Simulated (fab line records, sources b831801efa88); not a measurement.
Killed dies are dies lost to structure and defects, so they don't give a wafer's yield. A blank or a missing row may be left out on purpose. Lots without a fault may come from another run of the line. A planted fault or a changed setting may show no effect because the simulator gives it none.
One fault seen from 2 desks | flow sky130 | each desk has only its own numbers; what lay behind them comes last

THE TOOL OWNER'S DESK: implanter-04
The tool's own readings at SKY_NWELL_IMPLANT_11: means of the sampled wafers that have a number, for each lot that ran on this tool. A lot is out of limits, marked OUT, if its mean lies more than 4 standard deviations from the usual mean; the brackets give that distance.
Columns: A = beam_on_s at SKY_NWELL_IMPLANT_11, usual 9.99 s; B = dose_ions_cm2 at SKY_NWELL_IMPLANT_11, usual 1.8994e+13; C = faraday_current_uA at SKY_NWELL_IMPLANT_11, usual 107.3
lot  | first seen here | A     | B                            | C
L539 | day 5 02:04     | 10.07 | 1.9002e+13                   | 106.4
L541 | day 5 12:48     | 9.84  | 1.8978e+13                   | 108.6
L547 | day 7 04:00     | 9.89  | 1.9002e+13                   | 108.3
L553 | day 8 12:46     | 10.35 | 2.8341e+13 (+99 or more) OUT | 153.7 (+22) OUT
L556 | day 9 04:52     | 10.64 | 2.8339e+13 (+99 or more) OUT | 150.7 (+21) OUT
This desk's finding: out of limits on L553, L556; first on L553, day 8 12:46 (dose_ions_cm2 at SKY_NWELL_IMPLANT_11). In limits: L539, L541, L547.

THE METROLOGY DESK
What the gauges read, lot by lot, whatever tool the lot ran on: means of the sampled wafers that have a number. A lot is out of limits, marked OUT, if its mean lies more than 4 standard deviations from the usual mean; the brackets give that distance.
Columns: A = NWELL_TW at SKY_NWELL_TW_MEAS_15, usual 1822; B = NWELL_RS at SKY_NWELL_RS_MEAS_29, usual 624.6 ohm/sq; C = VT_ADJUST_PCH_OVL at SKY_VT_ADJUST_PCH_OVL_MEAS_07, usual 0.9 nm; D = cd_nm at SKY_SD_P_CD_MEAS_07, usual 380.4 nm
lot  | first seen here | A               | B               | C    | D
L539 | day 5 02:35     | 1844            | 627.8           | -1.2 | 376.5
L540 | day 5 06:40     | 1851            | 623.5           | 2.3  | 384.7
L541 | day 5 13:21     | 1797            | 625.6           | 2.3  | 380.7
L542 | day 5 17:27     | 1833            | 621.9           | 0.4  | 378.1
L544 | day 6 11:44     | 1847            | 625.5           | 0.9  | 383.3
L547 | day 7 04:33     | 1858            | 624.9           | 3.4  | 377.6
L553 | day 8 13:19     | 2086 (+10) OUT  | 502.8 (-64) OUT | -    | -
L555 | day 8 22:11     | 1851            | 622.9           | -1.0 | 379.9
L556 | day 9 05:25     | 2022 (+7.7) OUT | 504.2 (-63) OUT | -    | -
L559 | day 9 21:55     | 1842            | 623.8           | 0.4  | 377.0
L560 | day 10 11:58    | 1800            | 625.0           | 0.5  | 383.5
This desk's finding: out of limits on L553, L556; first on L553, day 8 13:19 (NWELL_TW at SKY_NWELL_TW_MEAS_15). In limits: L539, L540, L541, L542, L544, L547, L555, L559, L560.

PUT TOGETHER
The tool owner's desk could have raised an alarm at day 8 12:46, on L553, L556.
The metrology desk could have raised an alarm at day 8 13:19, on L553, L556.
Of the lots named, all ran SKY_NWELL_IMPLANT_11 on implanter-04.

WHAT THE SIMULATOR HAD PUT IN
Process parameter drift: implanter-04, from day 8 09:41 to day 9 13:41, at SKY_NWELL_IMPLANT_11. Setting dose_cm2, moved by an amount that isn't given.
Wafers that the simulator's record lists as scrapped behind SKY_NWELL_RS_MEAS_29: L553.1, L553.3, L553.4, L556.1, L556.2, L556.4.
Lots struck among those shown: L553, L556.
Hours from the fault's start to each desk's first reading out of limits: the tool owner's desk, 3; the metrology desk, 4.
